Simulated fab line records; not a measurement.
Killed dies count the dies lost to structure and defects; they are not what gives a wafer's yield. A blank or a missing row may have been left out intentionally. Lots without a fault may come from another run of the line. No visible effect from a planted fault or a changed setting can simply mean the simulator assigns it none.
Commonality check across tools + flow gf180mcu + 42 wafers sampled across 14 lots

## REASON FOR OPENING
Of 14 lots, 2 have the reading NSD_RS flagged at GF_PSD_RS_MEAS_14. Wafers without a fault read 46.61 ohm/sq, standard deviation 0.093.
Rule: a lot is flagged in two cases, either no wafer of it has a number, or all its wafers with numbers fall more than 4 standard deviations from that mean. The other lots count as sound.

| lot  | measured     | on           | NSD_RS (ohm/sq), wafer by wafer | flag    |
|------|--------------|--------------|---------------------------------|---------|
| L570 | day 14 02:34 | filmMetro-01 | 46.55 46.58 46.62               |         |
| L573 | day 15 04:35 | filmMetro-01 | 46.61 46.57 46.47               |         |
| L574 | day 15 16:31 | filmMetro-01 | 46.71 46.49 46.66               |         |
| L575 | day 15 23:23 | filmMetro-01 | 46.56 46.45 46.51               |         |
| L576 | day 16 10:38 | filmMetro-01 | 46.66 46.58 46.52               |         |
| L577 | day 16 22:46 | filmMetro-04 | 46.73 46.64 46.68               |         |
| L579 | day 17 15:18 | filmMetro-02 | 46.68 46.73 46.71               |         |
| L580 | day 18 00:00 | filmMetro-02 | 46.74 46.77 46.77               |         |
| L582 | day 18 11:56 | filmMetro-02 | 46.63 46.64 46.55               |         |
| L584 | day 19 08:34 | filmMetro-04 | 47.48 47.44 47.41               | FLAGGED |
| L586 | day 20 07:08 | filmMetro-01 | 47.38 47.40 47.53               | FLAGGED |
| L588 | day 20 15:49 | filmMetro-04 | 46.67 46.62 46.58               |         |
| L592 | day 21 23:35 | filmMetro-04 | 46.45 46.55 46.53               |         |
| L593 | day 22 06:07 | filmMetro-01 | 46.75 46.46 46.64               |         |
The mean of the flagged lots' numbers is 47.44 ohm/sq, +0.83 ohm/sq from the usual (+9 standard deviations).

## TOOL THAT RAN EACH LOT
The record holds 1 process step before the reading, out of a route of 602 steps. Read each cell as the tool, then ch plus the chambers that the sampled wafers visited, then the start.
| lot  | flag    | GF_NSD_IMPLANT_10               |
|------|---------|---------------------------------|
| L570 |         | implanter-03 ch 0, day 13 05:47 |
| L573 |         | implanter-03 ch 0, day 14 06:21 |
| L574 |         | implanter-04 ch 0, day 14 18:08 |
| L575 |         | implanter-04 ch 0, day 15 00:14 |
| L576 |         | implanter-03 ch 0, day 15 11:29 |
| L577 |         | implanter-04 ch 0, day 15 23:44 |
| L579 |         | implanter-04 ch 0, day 16 16:09 |
| L580 |         | implanter-02 ch 0, day 16 23:45 |
| L582 |         | implanter-03 ch 0, day 17 12:06 |
| L584 | FLAGGED | implanter-02 ch 0, day 18 08:07 |
| L586 | FLAGGED | implanter-02 ch 0, day 19 06:10 |
| L588 |         | implanter-04 ch 0, day 19 15:12 |
| L592 |         | implanter-03 ch 0, day 20 23:27 |
| L593 |         | implanter-04 ch 0, day 21 05:28 |
What the steps here do:
- GF_NSD_IMPLANT_10
- GF_PSD_RS_MEAS_14: measures by four-point-probe.

## FLAGGED AGAINST TOTAL, ONE TOOL AT A TIME (gauges that did the reading follow at the end)
| step              | tool         | lots run | flagged | share of the flagged lots | sound lots run after its first flagged lot |
|-------------------|--------------|----------|---------|---------------------------|--------------------------------------------|
| GF_NSD_IMPLANT_10 | implanter-02 | 3        | 2       | all                       | 0                                          |
| GF_NSD_IMPLANT_10 | implanter-03 | 5        | 0       | none                      | -                                          |
| GF_NSD_IMPLANT_10 | implanter-04 | 6        | 0       | none                      | -                                          |
| GF_PSD_RS_MEAS_14 | filmMetro-01 | 7        | 1       | some                      | 1 (L593)                                   |
| GF_PSD_RS_MEAS_14 | filmMetro-02 | 3        | 0       | none                      | -                                          |
| GF_PSD_RS_MEAS_14 | filmMetro-04 | 4        | 1       | some                      | 2 (L588,L592)                              |

## WHAT THE TABLE PERMITS
In the table, 1 row covers all flagged lots: implanter-02 at GF_NSD_IMPLANT_10.
- implanter-02 at GF_NSD_IMPLANT_10 ran 3 lots, 2 of them flagged. Last sound lot L580 at day 16 23:45, first flagged lot L584 at day 18 08:07; a fault beginning in between fits. Its own readings (beamOnS, faradayCurrentUA) fall more than 4 standard deviations out on all wafers of the flagged lots.
implanter-02 at GF_NSD_IMPLANT_10 is the single tool remaining.

## WHAT HAD BEEN PUT IN BY THE SIMULATOR
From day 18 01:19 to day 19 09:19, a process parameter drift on implanter-02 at GF_NSD_IMPLANT_10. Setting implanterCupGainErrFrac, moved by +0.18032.
Lots struck among those shown: L584, L586. This agrees with what the rule above found.
